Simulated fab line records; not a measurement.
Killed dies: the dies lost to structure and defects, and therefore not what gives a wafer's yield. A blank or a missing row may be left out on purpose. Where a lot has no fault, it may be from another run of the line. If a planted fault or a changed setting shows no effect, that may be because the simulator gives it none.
Chamber matching -- flow sky130 -- SKY_CONTACT_ETCH_16 on rie diel-01 has 4 sister chambers
The step etches BARC in N2/H2, stops on SiO2, time 45.9 s, target depth 60 nm. 4 wafers are shown with their chamber, then 10 later ones without.

## WAFERS WITH THEIR CHAMBER
wafer,chamber,drypump motor current A (A)
L089.2,0,5.8
L089.6,2,4.7
L090.1,1,6.4
L090.2,3,6.2

## WAFERS WITHOUT THEIR CHAMBER
wafer,drypump motor current A (A)
L090.6,6.4
L093.3,5.7
L093.4,6.5
L093.6,6.4
L095.2,5.8
L095.3,6.2
L095.5,6.4
L096.1,6.2
L096.3,5.8
L096.4,5.8

## WHICH CHAMBER EACH WENT THROUGH
wafer,from the rows above,in truth
L090.6,1,1
L093.3,0,0
L093.4,1,1
L093.6,1,1
L095.2,0,0
L095.3,3,3
L095.5,1,1
L096.1,3,3
L096.3,0,0
L096.4,0,0
Placed correctly: 10 of 10. Can't be placed from these rows: 0. Wrongly placed: 0.
How it was worked out, from the rows above alone: a wafer's distance from a chamber is the root of the sum, over the readings, of the square of ((its reading less the chamber's mean) divided by the reading's scatter). The wafer belongs to the nearest chamber; if the next one is less than 2 further off, it can't be placed. A chamber's mean is the mean of its shown wafers. The scatter (one wafer shown for each chamber): square how far every hidden wafer sits from the nearest shown wafer, average those squares and take the square root.
